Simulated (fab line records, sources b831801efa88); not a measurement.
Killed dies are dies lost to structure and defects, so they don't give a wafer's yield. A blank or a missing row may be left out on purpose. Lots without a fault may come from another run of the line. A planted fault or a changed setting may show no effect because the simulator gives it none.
Problem report in the 8D (eight disciplines) form, filled by code | flow gf180mcu | the parts of the form that need people (team, actions taken, sign-off) are left out

1. THE PROBLEM
cathode_dc_power_W at GF_SALICIDE_SPUTTER_03 reads a mean of 6323.4 W on 6 wafers of 2 lots; wafers without a fault read 6500.0 W with a standard deviation of 1.1. That is -99 or more standard deviations from the usual mean.
The step: material TiN, target thk 20 nm, time 16.7 s.
First seen on wafer L682.2, day 18 10:13, on pvd_sputter-01. The record holds 39 wafers of 13 lots with a number at this step. Rule for "out", or "out of limits": more than 4 standard deviations from the usual mean. The other wafers with a number count as sound.

2. WHAT IT IS AND WHAT IT IS NOT
question                    | is                     | is not
which readings at this step | cathode_dc_power_W     | throttle_valve_pct
which lots                  | L682, L684             | L673, L674, L675, L676, L678, L679, L690, L691, L692, L693, L694
which wafers of those lots  | all that have a number | -
read on which tools         | pvd_sputter-01         | pvd_sputter-03, pvd_sputter-04
when                        | from day 18 10:13      | up to then (18 sound wafers); but 15 sound wafers of L690, L691, L692, L693, L694 came after

3. SUSPECTS, AND WHAT RULES EACH OUT
Counting: a tool at a process step up to the reading stays a suspect if it ran every lot that is out and no sound lot after the first of them.
- pvd_sputter-01 at GF_SALICIDE_SPUTTER_03 (material TiN, target thk 20 nm, time 16.7 s): ruled out as a lasting fault. Sound lots L693, L694 ran on it after its first lot that is out, L682 (day 18 10:13).
Left after counting: nothing in the record.

4. THE CAUSE (what the simulator had put in)
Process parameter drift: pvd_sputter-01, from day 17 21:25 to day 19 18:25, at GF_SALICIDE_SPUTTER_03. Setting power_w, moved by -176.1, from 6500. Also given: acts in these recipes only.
Counting ruled it out, wrongly.

5. THE CHAIN OF EFFECTS, in route order
Each row: a reading whose mean over the struck wafers that have a number lies more than 3 standard deviations from the usual. Only readings for which the record gives a usual standard deviation are gone through. hours: the time from each lot's start at the first step in this table that gives one to its start at this step, as a median over the lots. sigmas: the change in usual standard deviations.
hours | step                   | reading            | usual    | on struck wafers | change | sigmas
0     | GF_SALICIDE_SPUTTER_03 | cathode_dc_power_W | 6500.0 W | 6323.4           | -176.6 | -99 or more
The process steps in it:
- GF_SALICIDE_SPUTTER_03: material TiN, target thk 20 nm, time 16.7 s.
Later measuring or inspecting steps at which every struck wafer that the step has a row for has a number for every such reading, and none has moved that far: GF_SALICIDE_THK_MEAS_05, GF_V1_THK_MEAS_01, GF_V1_OVL_MEAS_15.

6. WHAT WOULD HAVE CAUGHT IT SOONER
In this record the first reading out of limits was taken at day 18 10:13, 13 hours after the fault began at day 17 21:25.
